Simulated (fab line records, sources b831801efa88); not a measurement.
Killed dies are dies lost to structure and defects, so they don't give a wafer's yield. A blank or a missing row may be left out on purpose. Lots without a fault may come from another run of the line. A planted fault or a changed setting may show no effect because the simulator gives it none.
A struck lot beside a sound one | flow sky130 | 16 steps out of a route of 708
Sound: wafers L894.2, L894.4, L894.5. Struck: wafers L899.2, L899.3, L899.5. The cause comes at the end.
At each step with rows: each side's tool, then ch and its chambers, then its first start. Under that, the readings that differ: sound wafers | struck wafers | difference of the means | sigmas: that difference in standard deviations of wafers without a fault.
alike: readings whose means differ by less than 2 such deviations, and words and numbers that are the same on both sides. not compared: withheld readings, readings that some wafer has no value for, bounds like >300 that may hide the same value, and numbers for which the record gives no deviation and whose values overlap.
The two part at a step that has a row with sigmas, a row that says differs or no value, or rows on one side only. Numbers that don't overlap but have no deviation are shown without sigmas and don't part them. A reading that every wafer of one side lacks parts them only if that side has two wafers or more.

SKY_VT_ADJUST_HVTR_OVL_MEAS_08:
  sound on overlay-02, day 13 03:14; struck on overlay-02, day 15 00:53
  alike: VT_ADJUST_HVTR_OVL
then, 1 step without rows for these wafers: SKY_VT_ADJUST_HVTR_IMPLANT_09.
SKY_VT_ADJUST_HVTR_STRIP_10: strips in O2/N2.
  sound on plasma_asher-04 ch 0,1, day 13 03:25; struck on plasma_asher-01 ch 0,1, day 15 01:04
  alike: drypump_motor_current_A, oes_product_au, strip_time_to_endpoint_s
  not compared: rf_hours_counter_h
SKY_VT_ADJUST_HVTR_TW_MEAS_11:
  sound on film_metro-04, day 13 03:32; struck on film_metro-04, day 15 01:11
  alike: VT_ADJUST_HVTR_TW
then, 7 steps without rows for these wafers: SKY_VT_ADJUST_PCH_DEHYDRATE_00 (time 60 s); SKY_VT_ADJUST_PCH_HMDS_01 (prime time 60 s); SKY_VT_ADJUST_PCH_COAT_02 (resist thk 3000 nm); SKY_VT_ADJUST_PCH_SOFTBAKE_03; SKY_VT_ADJUST_PCH_EXPOSE_04 (exposes mask NWM, target cd 840 nm); SKY_VT_ADJUST_PCH_PEB_05; SKY_VT_ADJUST_PCH_DEVELOP_06 (develop time 60 s).
SKY_VT_ADJUST_PCH_OVL_MEAS_07:
  sound on overlay-01, day 14 05:34; struck on overlay-02, day 16 03:40
  alike: VT_ADJUST_PCH_OVL
SKY_VT_ADJUST_PCH_IMPLANT_08:
  sound on implanter-01 ch 0, day 14 05:37; struck on implanter-01 ch 0, day 16 03:43
  reading                          | sound                      | struck                       | difference | sigmas
  beam_on_s (s)                    | 10.34 9.77 10.29           | 11.97 11.77 11.71            | +1.68      | +8
  end_station_pressure_torr (Torr) | 4.84e-06 4.99e-06 5.09e-06 | 9.045e-05 8.838e-05 8.18e-05 | +8.190e-05 | +99 or more
  faraday_current_uA               | 2.73 2.88 2.75             | 2.36 2.40 2.40               | -0.40      | -7
SKY_VT_ADJUST_PCH_STRIP_09: strips in O2/N2.
  sound on plasma_asher-03 ch 0,1, day 14 05:44; struck on plasma_asher-01 ch 0,1, day 16 03:51
  alike: drypump_motor_current_A, oes_product_au, strip_time_to_endpoint_s
  not compared: rf_hours_counter_h
SKY_VT_ADJUST_PCH_TW_MEAS_10:
  sound on film_metro-02, day 14 05:51; struck on film_metro-02, day 16 04:11
  reading          | sound             | struck            | difference | sigmas
  VT_ADJUST_PCH_TW | 144.1 144.1 143.7 | 150.4 150.6 150.9 | +6.7       | +6
  not compared: hold
-- the record jumps here: 34 days lie between the struck wafers' starts before and after (it left off in module VT_ADJUST_PCH and takes up again in module PAD_OPEN, whose first step shown is number 708 of the route) --
SKY_PAD_OPEN_PROBE_99:
  sound on prober-02, day 48 17:34; struck on prober-01, day 50 01:13
  reading                                   | sound                   | struck                  | difference | sigmas
  model.etest.pfet_g5v0d10v5.off_log10_a_um | -12.89 -13.12 -12.9     | -11.77 -11.68 -11.49    | +1.32      |
  model.etest.pfet_g5v0d10v5.vt_sat_v (V)   | -0.6459 -0.6818 -0.6596 | -0.5775 -0.5527 -0.5341 | +0.1077    |
  model.etest.pfet_16v.vt_v (V)             | -1.121 -1.122 -1.122    | -1.037 -1.035 -1.036    | +0.086     |
  model.etest.pfet_g5v0d10v5.vt_v (V)       | -0.8238 -0.865 -0.8441  | -0.7847 -0.7586 -0.7432 | +0.0821    |
  model.etest.pfet_g5v0d10v5.vt_long_v (V)  | -0.9428 -0.9399 -0.9453 | -0.8797 -0.8746 -0.8661 | +0.0692    |
  model.etest.pfet_01v8_lvt.vt_sat_v (V)    | -0.4612 -0.4548 -0.46   | -0.398 -0.3917 -0.3871  | +0.066     |
  model.etest.pfet_01v8_lvt.vt_v (V)        | -0.5467 -0.5395 -0.5461 | -0.4915 -0.4867 -0.4826 | +0.0572    |
  model.etest.pfet_01v8_lvt.vt_long_v (V)   | -0.6618 -0.6606 -0.6636 | -0.6115 -0.609 -0.6051  | +0.0535    |
  alike: killed_at_M0_to_M3, killed_at_M4_up, killed_at_contacts, killed_at_front_end, killed_at_other, killed_dies, killed_open, killed_short

WHERE THEY PART
First at SKY_VT_ADJUST_PCH_IMPLANT_08; last, within this record, at SKY_VT_ADJUST_PCH_TW_MEAS_10. Later steps at which nothing parts them and some readings are alike: SKY_PAD_OPEN_PROBE_99.

WHY: what the simulator had put in
Process parameter drift: implanter-01, from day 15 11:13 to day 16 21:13, at SKY_VT_ADJUST_PCH_IMPLANT_08. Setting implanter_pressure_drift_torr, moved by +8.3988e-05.
Process parameter drift: implanter-01, from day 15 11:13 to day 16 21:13, at SKY_VT_ADJUST_PCH_IMPLANT_08. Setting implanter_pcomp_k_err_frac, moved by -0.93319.
